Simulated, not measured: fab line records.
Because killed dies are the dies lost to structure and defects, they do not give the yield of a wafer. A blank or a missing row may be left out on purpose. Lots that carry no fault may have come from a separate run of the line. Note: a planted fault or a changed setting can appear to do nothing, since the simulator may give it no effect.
fab line records -- flow gf180mcu
[record] lots = 24, wafers = 72, last-day = 34
route steps=602 shown M2@377 V2@403 V3@450 M4@460 MIM@503 V5@545
lots that met no fault: from a run of the same line without faults
start-h: hours from the record's opening day to when the first of the lot's shown wafers began -- wait-h: hours from the lot's prior step to this one -- " repeats the value in the row above -- L1.1+2: one row covering several wafers at once -- - value missing, or start not given -- * or withheld: withheld -- < > ~ a bound
route shown NAME@n: a module of which the file shows steps, and the number in the route of the first -- usual: mean and standard deviation over wafers with no fault -- same: alike in all rows -- chamber/n: place in a boat -- sites: readings site by site -- _std_site: the values' standard deviation -- _edge_site: inner sites' mean taken away from outer sites' mean -- radius-mm: how far each site lies from the wafer's centre -- mask NAME#n: copy n -- behind: the most recent tool/chamber to have shaped the wafer -- hold: why the lot went on hold/how many hours it stayed there/how the hold came to an end -- device: which transistor (n, p or np) failed to switch -- end of line: the tests these same wafers got at the end of their route -- for a step that has no rows: nothing shown but its recipe -- killed: not the wafer's yield, but the dies lost to structure and defects at the first sort -- map: the dies of a wafer, with x for killed, . for not killed, _ for no die there
set.NAME: the setting as run; set.NAME@STEP: as run at that earlier step -- model.NAME: the simulator's own value behind a step, which no gauge read
one table for each step of the route and one row for each wafer, over a sample of lots
services: from which hour (start-h, from the record's first day; less than 0 if before it) a tool's chamber was out of use, for how many hours, and why
[[steps]]
[step GF_M2_OVL_MEAS_15]
[usual] M2_OVL = -2/5
lot.wafer,tool,chamber,start-h,wait-h,M2_OVL[nm]
L074.2,overlay-02,-,433.19,0.1,-5
L074.5,overlay-02,-,433.19,0.1,1
L074.6,overlay-02,-,433.19,0.1,-6
L075.3,overlay-02,-,438.63,0.1,-1
L075.5,overlay-02,-,438.63,0.1,2
L075.6,overlay-02,-,438.63,0.1,2
L076.1,overlay-01,-,448.42,0.1,6
L076.3,overlay-01,-,448.42,0.1,7
L076.5,overlay-01,-,448.42,0.1,8
L077.1,overlay-01,-,454.99,0.1,1
L077.5,overlay-01,-,454.99,0.1,2
L077.6,overlay-01,-,454.99,0.1,5
L078.2,overlay-01,-,469.39,0.1,4
L078.3,overlay-01,-,469.39,0.1,-6
L078.5,overlay-01,-,469.39,0.1,-1
L079.2,overlay-02,-,477.37,0.1,-2
L079.3,overlay-02,-,477.37,0.1,-5
L079.4,overlay-02,-,477.37,0.1,1
L080.2,overlay-02,-,489.44,0.1,-4
L080.3,overlay-02,-,489.44,0.1,-1
L080.5,overlay-02,-,489.44,0.1,-6
L081.4,overlay-02,-,505.45,0.1,-2
L081.5,overlay-02,-,505.45,0.1,-4
L081.6,overlay-02,-,505.45,0.1,-12
L082.2,overlay-01,-,506.12,0.1,-4
L082.3,overlay-01,-,506.12,0.1,-9
L082.4,overlay-01,-,506.12,0.1,-10
L083.2,overlay-01,-,521.12,0.1,3
L083.4,overlay-01,-,521.12,0.1,1
L083.6,overlay-01,-,521.12,0.1,-4
L084.2,overlay-01,-,528.19,0.1,-3
L084.4,overlay-01,-,528.19,0.1,-1
L084.6,overlay-01,-,528.19,0.1,-5
L085.1,overlay-01,-,537.00,0.1,-6
L085.5,overlay-01,-,537.00,0.1,-11
L085.6,overlay-01,-,537.00,0.1,-6
L086.3,overlay-02,-,546.65,0.1,-1
L086.4,overlay-02,-,546.65,0.1,0
L086.5,overlay-02,-,546.65,0.1,1
L087.2,overlay-01,-,548.80,0.1,-5
L087.3,overlay-01,-,548.80,0.1,-11
L087.4,overlay-01,-,548.80,0.1,-9
L088.3,overlay-01,-,557.87,0.1,1
L088.5,overlay-01,-,557.87,0.1,2
L088.6,overlay-01,-,557.87,0.1,-1
L089.2,overlay-01,-,565.69,0.1,2
L089.3,overlay-01,-,565.69,0.1,5
L089.6,overlay-01,-,565.69,0.1,3
L090.2,overlay-01,-,574.59,0.1,0
L090.3,overlay-01,-,574.59,0.1,0
L090.4,overlay-01,-,574.59,0.1,1
L091.4,overlay-02,-,580.22,0.1,10
L091.5,overlay-02,-,580.22,0.1,3
L091.6,overlay-02,-,580.22,0.1,4
L092.2,overlay-01,-,583.40,0.1,4
L092.3,overlay-01,-,583.40,0.1,-2
L092.5,overlay-01,-,583.40,0.1,-2
L093.3,overlay-01,-,599.00,0.1,-14
L093.4,overlay-01,-,599.00,0.1,-7
L093.5,overlay-01,-,599.00,0.1,-13
L094.3,overlay-01,-,604.35,0.1,-8
L094.4,overlay-01,-,604.35,0.1,-2
L094.6,overlay-01,-,604.35,0.1,-8
L095.2,overlay-02,-,617.80,0.1,-5
L095.5,overlay-02,-,617.80,0.1,-6
L095.6,overlay-02,-,617.80,0.1,-2
L096.2,overlay-02,-,627.70,0.1,-2
L096.3,overlay-02,-,627.70,0.1,-2
L096.5,overlay-02,-,627.70,0.1,-2
L097.1,overlay-01,-,629.01,0.1,-9
L097.3,overlay-01,-,629.01,0.1,-7
L097.5,overlay-01,-,629.01,0.1,-7
[step GF_V2_SPUTTER_21]
[recipe] material = Ti, target-thk-nm = 15, chamber-pressure-pa = 5, power-w = 2500, substrate-temp-c = 200, time-s = 80.02
[usual] throttle-valve-pct = 29.7/0.98
lot.wafer,tool,chamber,start-h,wait-h,throttle-valve-pct
L074.2,pvd-sputter-04,-,459.55,0.0,30.4
L074.5,pvd-sputter-04,-,459.55,0.0,30.0
L074.6,pvd-sputter-04,-,459.55,0.0,28.7
L075.3,pvd-sputter-01,-,465.20,0.0,31.9
L075.5,pvd-sputter-01,-,465.20,0.0,29.4
L075.6,pvd-sputter-01,-,465.20,0.0,28.9
L076.1,pvd-sputter-04,-,475.20,0.0,28.7
L076.3,pvd-sputter-04,-,475.20,0.0,30.0
L076.5,pvd-sputter-04,-,475.20,0.0,29.8
L077.1,pvd-sputter-04,-,481.70,0.0,28.5
L077.5,pvd-sputter-04,-,481.70,0.0,30.3
L077.6,pvd-sputter-04,-,481.70,0.0,30.1
L078.2,pvd-sputter-04,-,495.41,0.0,29.7
L078.3,pvd-sputter-04,-,495.41,0.0,30.0
L078.5,pvd-sputter-04,-,495.41,0.0,28.7
L079.2,pvd-sputter-01,-,502.99,0.0,28.4
L079.3,pvd-sputter-01,-,502.99,0.0,31.5
L079.4,pvd-sputter-01,-,502.99,0.0,30.8
L080.2,pvd-sputter-03,-,515.13,0.0,30.9
L080.3,pvd-sputter-03,-,515.13,0.0,31.0
L080.5,pvd-sputter-03,-,515.13,0.0,30.9
L081.4,pvd-sputter-03,-,530.55,0.0,30.7
L081.5,pvd-sputter-03,-,530.55,0.0,27.9
L081.6,pvd-sputter-03,-,530.55,0.0,30.9
L082.2,pvd-sputter-01,-,531.55,0.0,29.7
L082.3,pvd-sputter-01,-,531.55,0.0,31.6
L082.4,pvd-sputter-01,-,531.55,0.0,30.3
L083.2,pvd-sputter-01,-,546.22,0.0,29.6
L083.4,pvd-sputter-01,-,546.22,0.0,30.6
L083.6,pvd-sputter-01,-,546.22,0.0,28.4
L084.2,pvd-sputter-04,-,553.00,0.0,29.6
L084.4,pvd-sputter-04,-,553.00,0.0,29.9
L084.6,pvd-sputter-04,-,553.00,0.0,28.6
L085.1,pvd-sputter-04,-,561.50,0.0,29.9
L085.5,pvd-sputter-04,-,561.50,0.0,30.1
L085.6,pvd-sputter-04,-,561.50,0.0,30.2
L086.3,pvd-sputter-04,-,571.10,0.0,28.6
L086.4,pvd-sputter-04,-,571.10,0.0,30.0
L086.5,pvd-sputter-04,-,571.10,0.0,30.0
L087.2,pvd-sputter-01,-,572.30,0.0,31.4
L087.3,pvd-sputter-01,-,572.30,0.0,29.3
L087.4,pvd-sputter-01,-,572.30,0.0,30.5
L088.3,pvd-sputter-04,-,581.96,0.0,30.4
L088.5,pvd-sputter-04,-,581.96,0.0,29.4
L088.6,pvd-sputter-04,-,581.96,0.0,30.3
L089.2,pvd-sputter-01,-,589.15,0.0,28.7
L089.3,pvd-sputter-01,-,589.15,0.0,29.3
L089.6,pvd-sputter-01,-,589.15,0.0,29.3
L090.2,pvd-sputter-04,-,597.52,0.0,29.5
L090.3,pvd-sputter-04,-,597.52,0.0,28.6
L090.4,pvd-sputter-04,-,597.52,0.0,30.1
L091.4,pvd-sputter-04,-,604.15,0.0,29.9
L091.5,pvd-sputter-04,-,604.15,0.0,28.8
L091.6,pvd-sputter-04,-,604.15,0.0,29.6
L092.2,pvd-sputter-03,-,606.61,0.0,31.0
L092.3,pvd-sputter-03,-,606.61,0.0,27.5
L092.5,pvd-sputter-03,-,606.61,0.0,27.6
L093.3,pvd-sputter-03,-,622.35,0.0,30.9
L093.4,pvd-sputter-03,-,622.35,0.0,30.9
L093.5,pvd-sputter-03,-,622.35,0.0,30.9
L094.3,pvd-sputter-04,-,626.90,0.0,30.2
L094.4,pvd-sputter-04,-,626.90,0.0,28.7
L094.6,pvd-sputter-04,-,626.90,0.0,28.6
L095.2,pvd-sputter-04,-,640.05,0.0,30.2
L095.5,pvd-sputter-04,-,640.05,0.0,29.6
L095.6,pvd-sputter-04,-,640.05,0.0,28.8
L096.2,pvd-sputter-04,-,649.45,0.0,28.5
L096.3,pvd-sputter-04,-,649.45,0.0,29.7
L096.5,pvd-sputter-04,-,649.45,0.0,30.3
L097.1,pvd-sputter-04,-,650.86,0.0,28.5
L097.3,pvd-sputter-04,-,650.86,0.0,29.8
L097.5,pvd-sputter-04,-,650.86,0.0,28.5
[step GF_V3_SPUTTER_21]
[recipe] material = Ti, target-thk-nm = 15, chamber-pressure-pa = 5, power-w = 2500, substrate-temp-c = 200, time-s = 80.02
[usual] throttle-valve-pct = 30.0/0.84
lot.wafer,tool,chamber,start-h,wait-h,throttle-valve-pct
L074.2,pvd-sputter-02,-,509.79,0.0,30.5
L074.5,pvd-sputter-02,-,509.79,0.0,29.5
L074.6,pvd-sputter-02,-,509.79,0.0,30.6
L075.3,pvd-sputter-01,-,515.60,0.0,29.5
L075.5,pvd-sputter-01,-,515.60,0.0,30.6
L075.6,pvd-sputter-01,-,515.60,0.0,31.7
L076.1,pvd-sputter-04,-,525.64,0.0,30.1
L076.3,pvd-sputter-04,-,525.64,0.0,28.9
L076.5,pvd-sputter-04,-,525.64,0.0,30.2
L077.1,pvd-sputter-02,-,532.13,0.0,29.5
L077.5,pvd-sputter-02,-,532.13,0.0,30.5
L077.6,pvd-sputter-02,-,532.13,0.0,30.4
L078.2,pvd-sputter-04,-,544.16,0.0,29.8
L078.3,pvd-sputter-04,-,544.16,0.0,29.5
L078.5,pvd-sputter-04,-,544.16,0.0,29.9
L079.2,pvd-sputter-04,-,552.08,0.0,29.7
L079.3,pvd-sputter-04,-,552.08,0.0,30.4
L079.4,pvd-sputter-04,-,552.08,0.0,28.7
L080.2,pvd-sputter-04,-,563.95,0.0,30.1
L080.3,pvd-sputter-04,-,563.95,0.0,28.8
L080.5,pvd-sputter-04,-,563.95,0.0,30.1
L081.4,pvd-sputter-01,-,577.88,0.0,30.8
L081.5,pvd-sputter-01,-,577.88,0.0,30.4
L081.6,pvd-sputter-01,-,577.88,0.0,29.0
L082.2,pvd-sputter-02,-,578.55,0.0,30.5
L082.3,pvd-sputter-02,-,578.55,0.0,30.3
L082.4,pvd-sputter-02,-,578.55,0.0,29.7
L083.2,pvd-sputter-02,-,593.80,0.0,30.4
L083.4,pvd-sputter-02,-,593.80,0.0,31.0
L083.6,pvd-sputter-02,-,593.80,0.0,30.5
L084.2,pvd-sputter-04,-,599.71,0.0,30.1
L084.4,pvd-sputter-04,-,599.71,0.0,28.9
L084.6,pvd-sputter-04,-,599.71,0.0,30.3
L085.1,pvd-sputter-04,-,608.18,0.0,29.6
L085.5,pvd-sputter-04,-,608.18,0.0,30.2
L085.6,pvd-sputter-04,-,608.18,0.0,30.2
L086.3,pvd-sputter-02,-,616.22,0.0,30.1
L086.4,pvd-sputter-02,-,616.22,0.0,30.6
L086.5,pvd-sputter-02,-,616.22,0.0,30.3
L087.2,pvd-sputter-04,-,617.09,0.0,30.0
L087.3,pvd-sputter-04,-,617.09,0.0,29.8
L087.4,pvd-sputter-04,-,617.09,0.0,30.1
L088.3,pvd-sputter-01,-,626.60,0.0,31.4
L088.5,pvd-sputter-01,-,626.60,0.0,31.5
L088.6,pvd-sputter-01,-,626.60,0.0,28.4
L089.2,pvd-sputter-01,-,633.60,0.0,29.2
L089.3,pvd-sputter-01,-,633.60,0.0,31.9
L089.6,pvd-sputter-01,-,633.60,0.0,28.4
L090.2,pvd-sputter-02,-,640.55,0.0,30.6
L090.3,pvd-sputter-02,-,640.55,0.0,29.6
L090.4,pvd-sputter-02,-,640.55,0.0,30.5
L091.4,pvd-sputter-01,-,647.28,0.0,29.3
L091.5,pvd-sputter-01,-,647.28,0.0,31.5
L091.6,pvd-sputter-01,-,647.28,0.0,30.5
L092.2,pvd-sputter-01,-,649.60,0.0,31.6
L092.3,pvd-sputter-01,-,649.60,0.0,30.7
L092.5,pvd-sputter-01,-,649.60,0.0,28.6
L093.3,pvd-sputter-04,-,664.85,0.0,30.5
L093.4,pvd-sputter-04,-,664.85,0.0,28.6
L093.5,pvd-sputter-04,-,664.85,0.0,30.2
L094.3,pvd-sputter-02,-,668.84,0.0,29.8
L094.4,pvd-sputter-02,-,668.84,0.0,30.3
L094.6,pvd-sputter-02,-,668.84,0.0,30.9
L095.2,pvd-sputter-01,-,680.83,0.0,31.7
L095.5,pvd-sputter-01,-,680.83,0.0,28.5
L095.6,pvd-sputter-01,-,680.83,0.0,29.4
L096.2,pvd-sputter-01,-,690.25,0.0,29.2
L096.3,pvd-sputter-01,-,690.25,0.0,28.6
L096.5,pvd-sputter-01,-,690.25,0.0,30.4
L097.1,pvd-sputter-04,-,691.88,0.0,28.8
L097.3,pvd-sputter-04,-,691.88,0.0,30.2
L097.5,pvd-sputter-04,-,691.88,0.0,29.8
[step GF_M4_SPUTTER_04]
[recipe] material = TiN, target-thk-nm = 50, power-w = 6500, time-s = 41.7, chamber-pressure-pa = 0.4
[usual] throttle-valve-pct = 30.1/1.2
lot.wafer,tool,chamber,start-h,wait-h,throttle-valve-pct
L074.2,pvd-sputter-03,-,510.67,0.0,30.8
L074.5,pvd-sputter-03,-,510.67,0.0,27.5
L074.6,pvd-sputter-03,-,510.67,0.0,30.9
L075.3,pvd-sputter-03,-,516.54,0.0,27.9
L075.5,pvd-sputter-03,-,516.54,0.0,30.7
L075.6,pvd-sputter-03,-,516.54,0.0,27.9
L076.1,pvd-sputter-01,-,526.51,0.0,29.2
L076.3,pvd-sputter-01,-,526.51,0.0,30.6
L076.5,pvd-sputter-01,-,526.51,0.0,30.8
L077.1,pvd-sputter-03,-,533.01,0.0,27.6
L077.5,pvd-sputter-03,-,533.01,0.0,27.8
L077.6,pvd-sputter-03,-,533.01,0.0,30.9
L078.2,pvd-sputter-02,-,545.03,0.0,30.9
L078.3,pvd-sputter-02,-,545.03,0.0,30.4
L078.5,pvd-sputter-02,-,545.03,0.0,29.8
L079.2,pvd-sputter-03,-,552.96,0.0,30.7
L079.3,pvd-sputter-03,-,552.96,0.0,27.4
L079.4,pvd-sputter-03,-,552.96,0.0,30.8
L080.2,pvd-sputter-01,-,564.82,0.0,28.6
L080.3,pvd-sputter-01,-,564.82,0.0,29.2
L080.5,pvd-sputter-01,-,564.82,0.0,31.7
L081.4,pvd-sputter-01,-,578.75,0.0,28.7
L081.5,pvd-sputter-01,-,578.75,0.0,31.6
L081.6,pvd-sputter-01,-,578.75,0.0,30.8
L082.2,pvd-sputter-03,-,579.42,0.0,30.9
L082.3,pvd-sputter-03,-,579.42,0.0,30.8
L082.4,pvd-sputter-03,-,579.42,0.0,31.2
L083.2,pvd-sputter-03,-,594.68,0.0,31.3
L083.4,pvd-sputter-03,-,594.68,0.0,30.7
L083.6,pvd-sputter-03,-,594.68,0.0,27.7
L084.2,pvd-sputter-01,-,601.04,0.0,30.7
L084.4,pvd-sputter-01,-,601.04,0.0,28.9
L084.6,pvd-sputter-01,-,601.04,0.0,29.3
L085.1,pvd-sputter-02,-,609.31,0.0,30.5
L085.5,pvd-sputter-02,-,609.31,0.0,30.8
L085.6,pvd-sputter-02,-,609.31,0.0,29.6
L086.3,pvd-sputter-01,-,617.10,0.0,31.3
L086.4,pvd-sputter-01,-,617.10,0.0,31.6
L086.5,pvd-sputter-01,-,617.10,0.0,28.6
L087.2,pvd-sputter-03,-,617.97,0.0,27.9
L087.3,pvd-sputter-03,-,617.97,0.0,30.8
L087.4,pvd-sputter-03,-,617.97,0.0,30.8
L088.3,pvd-sputter-01,-,627.48,0.0,28.5
L088.5,pvd-sputter-01,-,627.48,0.0,29.2
L088.6,pvd-sputter-01,-,627.48,0.0,28.9
L089.2,pvd-sputter-03,-,634.77,0.0,30.7
L089.3,pvd-sputter-03,-,634.77,0.0,30.9
L089.6,pvd-sputter-03,-,634.77,0.0,30.8
L090.2,pvd-sputter-01,-,641.43,0.0,28.8
L090.3,pvd-sputter-01,-,641.43,0.0,30.4
L090.4,pvd-sputter-01,-,641.43,0.0,29.3
L091.4,pvd-sputter-02,-,648.18,0.0,29.6
L091.5,pvd-sputter-02,-,648.18,0.0,30.6
L091.6,pvd-sputter-02,-,648.18,0.0,30.6
L092.2,pvd-sputter-02,-,650.47,0.0,31.5
L092.3,pvd-sputter-02,-,650.47,0.0,30.4
L092.5,pvd-sputter-02,-,650.47,0.0,29.5
L093.3,pvd-sputter-03,-,665.73,0.0,30.9
L093.4,pvd-sputter-03,-,665.73,0.0,27.6
L093.5,pvd-sputter-03,-,665.73,0.0,31.0
L094.3,pvd-sputter-02,-,669.71,0.0,29.7
L094.4,pvd-sputter-02,-,669.71,0.0,30.8
L094.6,pvd-sputter-02,-,669.71,0.0,29.9
L095.2,pvd-sputter-03,-,681.70,0.0,27.8
L095.5,pvd-sputter-03,-,681.70,0.0,30.8
L095.6,pvd-sputter-03,-,681.70,0.0,30.7
L096.2,pvd-sputter-03,-,691.12,0.0,31.1
L096.3,pvd-sputter-03,-,691.12,0.0,30.6
L096.5,pvd-sputter-03,-,691.12,0.0,30.9
L097.1,pvd-sputter-01,-,692.76,0.0,28.7
L097.3,pvd-sputter-01,-,692.76,0.0,29.2
L097.5,pvd-sputter-01,-,692.76,0.0,30.7
[step GF_MIM_SPUTTER_00]
[recipe] material = Ti, target-thk-nm = 37.5, arriving-ion-energy-ev = 80, substrate-temp-c = 200, chamber-pressure-pa = 2, power-w = 4000, time-s = 150
[usual] throttle-valve-pct = 30.1/0.87
lot.wafer,tool,chamber,start-h,wait-h,throttle-valve-pct
L074.2,pvd-sputter-02,-,559.39,0.1,29.7
L074.5,pvd-sputter-02,-,559.39,0.1,29.7
L074.6,pvd-sputter-02,-,559.39,0.1,31.0
L075.3,pvd-sputter-02,-,564.32,0.2,29.7
L075.5,pvd-sputter-02,-,564.32,0.2,30.5
L075.6,pvd-sputter-02,-,564.32,0.2,30.8
L076.1,pvd-sputter-02,-,574.06,0.1,29.8
L076.3,pvd-sputter-02,-,574.06,0.1,31.0
L076.5,pvd-sputter-02,-,574.06,0.1,30.8
L077.1,pvd-sputter-02,-,579.70,0.1,29.6
L077.5,pvd-sputter-02,-,579.70,0.1,30.6
L077.6,pvd-sputter-02,-,579.70,0.1,30.6
L078.2,pvd-sputter-04,-,590.75,0.1,30.3
L078.3,pvd-sputter-04,-,590.75,0.1,30.0
L078.5,pvd-sputter-04,-,590.75,0.1,30.1
L079.2,pvd-sputter-03,-,598.99,0.1,27.5
L079.3,pvd-sputter-03,-,598.99,0.1,30.9
L079.4,pvd-sputter-03,-,598.99,0.1,30.8
L080.2,pvd-sputter-04,-,609.99,0.1,28.8
L080.3,pvd-sputter-04,-,609.99,0.1,29.5
L080.5,pvd-sputter-04,-,609.99,0.1,28.7
L081.4,pvd-sputter-03,-,623.75,0.2,30.9
L081.5,pvd-sputter-03,-,623.75,0.2,27.6
L081.6,pvd-sputter-03,-,623.75,0.2,30.8
L082.2,pvd-sputter-04,-,624.80,0.1,30.2
L082.3,pvd-sputter-04,-,624.80,0.1,29.6
L082.4,pvd-sputter-04,-,624.80,0.1,28.8
L083.2,pvd-sputter-02,-,637.94,0.2,29.7
L083.4,pvd-sputter-02,-,637.94,0.2,30.5
L083.6,pvd-sputter-02,-,637.94,0.2,29.7
L084.2,pvd-sputter-04,-,644.51,0.2,29.6
L084.4,pvd-sputter-04,-,644.51,0.2,30.0
L084.6,pvd-sputter-04,-,644.51,0.2,30.2
L085.1,pvd-sputter-03,-,653.48,0.1,30.8
L085.5,pvd-sputter-03,-,653.48,0.1,30.8
L085.6,pvd-sputter-03,-,653.48,0.1,31.2
L086.3,pvd-sputter-02,-,659.85,0.1,30.9
L086.4,pvd-sputter-02,-,659.85,0.1,29.7
L086.5,pvd-sputter-02,-,659.85,0.1,30.5
L087.2,pvd-sputter-04,-,660.89,0.1,29.9
L087.3,pvd-sputter-04,-,660.89,0.1,29.6
L087.4,pvd-sputter-04,-,660.89,0.1,29.0
L088.3,pvd-sputter-04,-,670.10,0.2,30.1
L088.5,pvd-sputter-04,-,670.10,0.2,30.2
L088.6,pvd-sputter-04,-,670.10,0.2,30.0
L089.2,pvd-sputter-03,-,676.78,0.2,30.9
L089.3,pvd-sputter-03,-,676.78,0.2,30.7
L089.6,pvd-sputter-03,-,676.78,0.2,30.6
L090.2,pvd-sputter-02,-,682.82,0.1,29.5
L090.3,pvd-sputter-02,-,682.82,0.1,30.4
L090.4,pvd-sputter-02,-,682.82,0.1,30.9
L091.4,pvd-sputter-02,-,688.34,0.2,30.2
L091.5,pvd-sputter-02,-,688.34,0.2,30.5
L091.6,pvd-sputter-02,-,688.34,0.2,30.4
L092.2,pvd-sputter-03,-,691.93,0.2,30.9
L092.3,pvd-sputter-03,-,691.93,0.2,30.7
L092.5,pvd-sputter-03,-,691.93,0.2,30.8
L093.3,pvd-sputter-02,-,706.47,0.1,30.4
L093.4,pvd-sputter-02,-,706.47,0.1,30.7
L093.5,pvd-sputter-02,-,706.47,0.1,29.8
L094.3,pvd-sputter-02,-,710.01,0.2,30.8
L094.4,pvd-sputter-02,-,710.01,0.2,31.0
L094.6,pvd-sputter-02,-,710.01,0.2,30.9
L095.2,pvd-sputter-02,-,721.36,0.2,30.5
L095.5,pvd-sputter-02,-,721.36,0.2,31.2
L095.6,pvd-sputter-02,-,721.36,0.2,30.6
L096.2,pvd-sputter-02,-,730.02,0.1,30.4
L096.3,pvd-sputter-02,-,730.02,0.1,29.8
L096.5,pvd-sputter-02,-,730.02,0.1,30.5
L097.1,pvd-sputter-03,-,731.70,0.1,30.9
L097.3,pvd-sputter-03,-,731.70,0.1,27.7
L097.5,pvd-sputter-03,-,731.70,0.1,30.9
[step GF_V5_BOW_MEAS_05]
[recipe] mode = bow
[usual] V5_BOW = 131/9.7
lot.wafer,tool,chamber,start-h,wait-h,V5_BOW[um]
L074.2,film-metro-02,-,605.14,0.1,119
L074.5,film-metro-02,-,605.14,0.1,126
L074.6,film-metro-02,-,605.14,0.1,130
L075.3,film-metro-03,-,608.87,0.3,133
L075.5,film-metro-03,-,608.87,0.3,137
L075.6,film-metro-03,-,608.87,0.3,129
L076.1,film-metro-02,-,617.75,0.1,112
L076.3,film-metro-02,-,617.75,0.1,123
L076.5,film-metro-02,-,617.75,0.1,105
L077.1,film-metro-04,-,623.89,0.1,138
L077.5,film-metro-04,-,623.89,0.1,149
L077.6,film-metro-04,-,623.89,0.1,139
L078.2,film-metro-02,-,633.81,0.3,119
L078.3,film-metro-02,-,633.81,0.3,129
L078.5,film-metro-02,-,633.81,0.3,137
L079.2,film-metro-04,-,641.05,0.3,127
L079.3,film-metro-04,-,641.05,0.3,121
L079.4,film-metro-04,-,641.05,0.3,126
L080.2,film-metro-04,-,652.61,0.1,124
L080.3,film-metro-04,-,652.61,0.1,129
L080.5,film-metro-04,-,652.61,0.1,120
L081.4,film-metro-02,-,665.19,0.2,138
L081.5,film-metro-02,-,665.19,0.2,127
L081.6,film-metro-02,-,665.19,0.2,132
L082.2,film-metro-03,-,666.59,0.2,125
L082.3,film-metro-03,-,666.59,0.2,129
L082.4,film-metro-03,-,666.59,0.2,136
L083.2,film-metro-02,-,678.40,0.3,124
L083.4,film-metro-02,-,678.40,0.3,132
L083.6,film-metro-02,-,678.40,0.3,120
L084.2,film-metro-03,-,685.59,0.2,130
L084.4,film-metro-03,-,685.59,0.2,122
L084.6,film-metro-03,-,685.59,0.2,128
L085.1,film-metro-02,-,693.95,0.1,130
L085.5,film-metro-02,-,693.95,0.1,130
L085.6,film-metro-02,-,693.95,0.1,142
L086.3,film-metro-02,-,698.43,0.2,118
L086.4,film-metro-02,-,698.43,0.2,119
L086.5,film-metro-02,-,698.43,0.2,120
L087.2,film-metro-03,-,700.21,0.3,141
L087.3,film-metro-03,-,700.21,0.3,146
L087.4,film-metro-03,-,700.21,0.3,157
L088.3,film-metro-04,-,709.75,0.2,127
L088.5,film-metro-04,-,709.75,0.2,132
L088.6,film-metro-04,-,709.75,0.2,133
L089.2,film-metro-04,-,714.80,0.3,144
L089.3,film-metro-04,-,714.80,0.3,124
L089.6,film-metro-04,-,714.80,0.3,136
L090.2,film-metro-02,-,720.39,0.2,137
L090.3,film-metro-02,-,720.39,0.2,128
L090.4,film-metro-02,-,720.39,0.2,126
L091.4,film-metro-03,-,727.02,0.3,126
L091.5,film-metro-03,-,727.02,0.3,129
L091.6,film-metro-03,-,727.02,0.3,130
L092.2,film-metro-02,-,730.05,0.3,132
L092.3,film-metro-02,-,730.05,0.3,138
L092.5,film-metro-02,-,730.05,0.3,133
L093.3,film-metro-04,-,743.64,0.2,141
L093.4,film-metro-04,-,743.64,0.2,144
L093.5,film-metro-04,-,743.64,0.2,126
L094.3,film-metro-02,-,747.37,0.1,120
L094.4,film-metro-02,-,747.37,0.1,122
L094.6,film-metro-02,-,747.37,0.1,123
L095.2,film-metro-04,-,757.87,0.1,129
L095.5,film-metro-04,-,757.87,0.1,123
L095.6,film-metro-04,-,757.87,0.1,132
L096.2,film-metro-02,-,765.66,0.3,136
L096.3,film-metro-02,-,765.66,0.3,129
L096.5,film-metro-02,-,765.66,0.3,138
L097.1,film-metro-02,-,767.40,0.1,146
L097.3,film-metro-02,-,767.40,0.1,149
L097.5,film-metro-02,-,767.40,0.1,151
[[services]]
tool,chamber,start-h,hours,kind
pvd-sputter-04,-,443.48,4.8,repair
pvd-sputter-02,0,463.34,-,consumable-replace:kit
pvd-sputter-02,0,463.34,18.0,scheduled-down
pvd-sputter-02,0,463.34,18.0,vent-cycle
pvd-sputter-01,-,491.32,5.1,repair
pvd-sputter-03,1,497.46,-,consumable-replace:kit
pvd-sputter-03,-,530.97,1.5,repair
pvd-sputter-01,-,536.07,4.4,repair
pvd-sputter-03,-,580.50,7.0,repair
pvd-sputter-01,2,601.08,-,consumable-replace:kit
pvd-sputter-01,2,601.08,18.0,scheduled-down
pvd-sputter-01,2,601.08,18.0,vent-cycle
pvd-sputter-02,3,630.43,-,consumable-replace:kit
pvd-sputter-02,3,630.43,18.0,scheduled-down
pvd-sputter-02,3,630.43,18.0,vent-cycle
pvd-sputter-04,-,661.15,1.5,repair
pvd-sputter-03,-,682.10,0.7,repair
pvd-sputter-04,-,689.18,1.0,repair
pvd-sputter-02,-,694.58,0.7,repair
pvd-sputter-03,-,703.91,1.9,repair
pvd-sputter-02,2,717.14,-,consumable-replace:kit
pvd-sputter-02,2,717.14,18.0,scheduled-down
pvd-sputter-02,2,717.14,18.0,vent-cycle
pvd-sputter-01,-,730.75,80.6,repair
[[key]]
fault none
